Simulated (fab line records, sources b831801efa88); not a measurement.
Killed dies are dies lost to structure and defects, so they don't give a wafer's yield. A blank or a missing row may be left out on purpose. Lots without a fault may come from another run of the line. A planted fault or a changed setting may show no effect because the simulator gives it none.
Split-lot experiment | flow gf180mcu | 5 lots, 23 wafers read, on a route of 602 steps

THE SPLIT
At GF_VT_IMPLANT_EXPOSE_26 (exposes mask LVPWELL HV AREA, target cd 860 nm), the setting dose_mj was moved away from the recipe's 140 on 10 of the 23 wafers read, by -7.4% to +5.4%. The other wafers ran this setting at the recipe's value.

FROM THE SPLIT TO THE READING: what the file shows between them, 1 step
- GF_VT_IMPLANT_PEB_27

THE READING
VT_IMPLANT.cd_nm (the simulator's own value, which no gauge read), in nm, at GF_VT_IMPLANT_DEVELOP_28 (develop time 62.15 s). The file gives no usual value for it. The 13 wafers here that ran the recipe average 862.6 nm, standard deviation 1.1 nm.

wafer  | tool, chamber at the split | dose_mj as run | against the recipe | VT_IMPLANT.cd_nm, nm | against lot-mates on the recipe
L075.1 | iline_stepper-02, 0        | 140            | recipe             | 861.6                | -
L075.2 | iline_stepper-02, 0        | 140            | recipe             | 863.3                | -
L075.3 | iline_stepper-02, 0        | 140            | recipe             | 862                  | -
L075.5 | iline_stepper-02, 0        | 147.5          | +5.4%              | 876.7                | +14.4
L075.6 | iline_stepper-02, 0        | 147.5          | +5.4%              | 875.3                | +13.0
L077.2 | iline_stepper-02, 0        | 129.7          | -7.4%              | 840.7                | -22.3
L077.3 | iline_stepper-02, 0        | 129.7          | -7.4%              | 841.3                | -21.8
L077.4 | iline_stepper-02, 0        | 140            | recipe             | 862.5                | -
L077.5 | iline_stepper-02, 0        | 140            | recipe             | 863.6                | -
L077.6 | iline_stepper-02, 0        | 129.7          | -7.4%              | 842                  | -21.0
L080.1 | iline_stepper-02, 0        | 140            | recipe             | 860.9                | -
L080.3 | iline_stepper-02, 0        | 140            | recipe             | 860.3                | -
L080.6 | iline_stepper-02, 0        | 140            | recipe             | 863.4                | -
L082.1 | iline_stepper-01, 0        | 134.9          | -3.6%              | 853.2                | -9.9
L082.2 | iline_stepper-01, 0        | 134.9          | -3.6%              | 852.9                | -10.2
L082.3 | iline_stepper-01, 0        | 140            | recipe             | 863.4                | -
L082.5 | iline_stepper-01, 0        | 140            | recipe             | 863.8                | -
L082.6 | iline_stepper-01, 0        | 140            | recipe             | 862.1                | -
L085.1 | iline_stepper-01, 0        | 140            | recipe             | 863.1                | -
L085.2 | iline_stepper-01, 0        | 133.5          | -4.6%              | 848.1                | -15.1
L085.3 | iline_stepper-01, 0        | 140            | recipe             | 863.2                | -
L085.5 | iline_stepper-01, 0        | 133.5          | -4.6%              | 845.6                | -17.6
L085.6 | iline_stepper-01, 0        | 133.5          | -4.6%              | 849.1                | -14.1

THE FIT
A straight line over all 23 wafers: VT_IMPLANT.cd_nm changes by +2.82 nm for each +1% of dose_mj; r = +0.99; the points scatter about the line by 1.3 nm.
The same after taking each lot's own level away (the mean of its wafers on the recipe; 23 wafers): +2.9 nm for each +1%; r = +0.99; scatter 1.3 nm.
On that fit, the largest move of dose_mj shifts the reading by 21 nm.
The lots' own levels span 861.53 to 863.15 nm, that is 1.5 times the standard deviation above.
So the lot-to-lot level changes the slope little: the two slopes agree.
Check: with one of the wafers moved furthest among these (-7.4%) left out of the fit, the line predicts -21.6 nm for it against its lot-mates. It came out at -22.3 nm against them.

OTHER SPLITS ON THESE WAFERS
These wafers also went through other splits before the reading. Each is held against what the fit with the lots' levels taken away leaves over:
other split on the same wafers      | wafers away from the commonest value | r with VT_IMPLANT.cd_nm (lot level and that fit taken away)
GF_STI_CVD_03 time_s                | 15                                   | +0.20
GF_STI_PEB_10 peb_temp_c            | 5                                    | -0.36
GF_LVPWELL_IMPLANT_09 energy_kev    | 6                                    | -0.20
GF_MVSD_STRIP_10 o2_flow_sccm       | 7                                    | +0.10
GF_VT_IMPLANT_COAT_02 resist_thk_nm | 9                                    | -0.16
GF_VT_IMPLANT_IMPLANT_08 dose_cm2   | 9                                    | -0.03
GF_VT_IMPLANT_COAT_13 spin_rpm      | 8                                    | -0.38

THE FILE'S OWN FIT
VT_IMPLANT.cd_nm changes by +2.91 nm for each +1% of dose_mj, r = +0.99.
